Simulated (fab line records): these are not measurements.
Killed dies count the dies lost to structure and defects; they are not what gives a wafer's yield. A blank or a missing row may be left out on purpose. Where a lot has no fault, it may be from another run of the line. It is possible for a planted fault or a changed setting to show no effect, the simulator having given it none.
One fault seen from 2 desks / flow sky130 / numbers are kept per desk, each desk with only its own; the story behind them comes last

== DESK OF THE TOOL OWNER: implanter-04 ==
For each lot that ran on this tool, the mean over its sampled wafers that have a number, from the tool's own readings at SKY_LDD_LDN_IMPLANT_08. A lot is out of limits, marked OUT, if its mean lies more than 4 standard deviations from the usual mean; the brackets give that distance.
Columns: A = beam-energy-keV at SKY_LDD_LDN_IMPLANT_08, usual 14.999
lot=L123; first seen here=day 22 23:17; A=15.003
lot=L130; first seen here=day 26 19:26; A=15.340 (+76) OUT
lot=L132; first seen here=day 27 00:10; A=15.335 (+75) OUT
lot=L133; first seen here=day 27 05:35; A=15.334 (+74) OUT
This desk's finding: out of limits on L130, L132, L133; first on L130, day 26 19:26 (beam-energy-keV at SKY_LDD_LDN_IMPLANT_08). In limits: L123.

== FROM THE METROLOGY DESK ==
Means of the sampled wafers that have a number, per lot and without regard to the tool the lot ran on: this is what the gauges read. A lot is out of limits, marked OUT, if its mean lies more than 4 standard deviations from the usual mean; the brackets give that distance.
Columns: A = LDD_HVP_OVL at SKY_LDD_HVP_OVL_MEAS_07, usual 0.0 nm; B = LDD_HVP_TW at SKY_LDD_HVP_TW_MEAS_10, usual 457; C = LDD_LDN_OVL at SKY_LDD_LDN_OVL_MEAS_07, usual 0.3 nm
lot=L123; first seen here=day 21 16:53; A=-0.1; B=463; C=0.0
lot=L130; first seen here=day 25 13:53; A=-0.2; B=461; C=0.3
lot=L132; first seen here=day 25 19:04; A=-0.7; B=452; C=0.8
lot=L133; first seen here=day 25 23:34; A=-0.6; B=457; C=1.3
lot=L135; first seen here=day 27 08:28; A=0.2; B=454; C=-1.0
lot=L143; first seen here=day 29 10:10; A=0.4; B=455; C=2.3
lot=L145; first seen here=day 29 15:02; A=1.1; B=462; C=-0.5
This desk's verdict: no lot among the 7 shows anything out of limits.

== PUT TOGETHER ==
The tool owner's desk could have raised an alarm at day 26 19:26, on L130, L132, L133.
The metrology desk saw nothing out of limits.
The metrology desk holds a record of L130, L132, L133, inside its limits.
Of the lots named, all ran SKY_LDD_LDN_IMPLANT_08 on implanter-04.

== WHAT THE SIMULATOR HAD INSERTED ==
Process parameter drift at SKY_LDD_LDN_IMPLANT_08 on implanter-04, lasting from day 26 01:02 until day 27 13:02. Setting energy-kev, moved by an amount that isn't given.
Struck lots among those shown: L130, L132, L133.
Each desk's first reading out of limits, in hours after the fault started: the tool owner's desk, 18.
